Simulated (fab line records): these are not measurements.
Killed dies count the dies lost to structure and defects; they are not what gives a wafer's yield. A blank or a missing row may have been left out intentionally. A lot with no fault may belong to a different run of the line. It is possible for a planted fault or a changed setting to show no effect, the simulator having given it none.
Which tool did it? :: flow gf180mcu :: 7 lots, 19 wafers sampled, at 2 steps of a route of 602

## WHAT EACH GAUGE READ, for each wafer
GF_CONTACT_CD_MEAS_14 targets a cd of 220 nm.
lot: L113
measured: day 16 19:41
on: cd sem-02
cd nm (nm): 217.9 218.9 220.3

lot: L117
measured: day 18 08:21
on: cd sem-01
cd nm (nm): 221.8 220.9 221.8

lot: L119
measured: day 19 03:17
on: cd sem-02
cd nm (nm): 221.6 223.0 221.0

lot: L123
measured: day 20 17:37
on: cd sem-02
cd nm (nm): 217.1

lot: L130
measured: day 23 08:08
on: cd sem-01
cd nm (nm): 219.3 220.5 221.1

lot: L132
measured: day 23 14:49
on: cd sem-01
cd nm (nm): 221.4 220.5 220.6

lot: L134
measured: day 24 10:00
on: cd sem-02
cd nm (nm): 219.2 219.2 215.5

## TOOL THAT RAN EACH LOT (tool first, then ch and the chambers of the sampled wafers, then the start)
lot: L113
GF_SALICIDE_WET_ETCH_01: wet bench-01 ch 1, day 15 20:45

lot: L117
GF_SALICIDE_WET_ETCH_01: wet bench-02 ch 3, day 17 07:43

lot: L119
GF_SALICIDE_WET_ETCH_01: wet bench-01 ch 2, day 18 02:16

lot: L123
GF_SALICIDE_WET_ETCH_01: wet bench-02 ch 3, day 19 16:07

lot: L130
GF_SALICIDE_WET_ETCH_01: wet bench-02 ch 1, day 22 07:36

lot: L132
GF_SALICIDE_WET_ETCH_01: wet bench-01 ch 2, day 22 15:11

lot: L134
GF_SALICIDE_WET_ETCH_01: wet bench-04 ch 0, day 23 10:20
- GF_SALICIDE_WET_ETCH_01: etches SiO2 in dHF, target depth 5 nm, time 100 s.

## THE ANSWER, worked out from the rows above alone
Rule: usual is defined by the lots themselves. The widest of any qualifying gaps counts: lots, ordered by their means at a reading, are off when they make up no more than a third of the lots, leave a main group of 4 or more, and stand apart from it by 3 or more times the standard deviation of that group's means. A main group whose means are all the same, to the digits that the tables above print for the reading, isn't used. A lot without any number at a reading at which 4 lots or more have one is off too. The other lots that the step has rows for count as sound.
Across all readings shown, no lot is off: no conclusion can be drawn from this.

## WHAT THE SIMULATOR HAD INSERTED
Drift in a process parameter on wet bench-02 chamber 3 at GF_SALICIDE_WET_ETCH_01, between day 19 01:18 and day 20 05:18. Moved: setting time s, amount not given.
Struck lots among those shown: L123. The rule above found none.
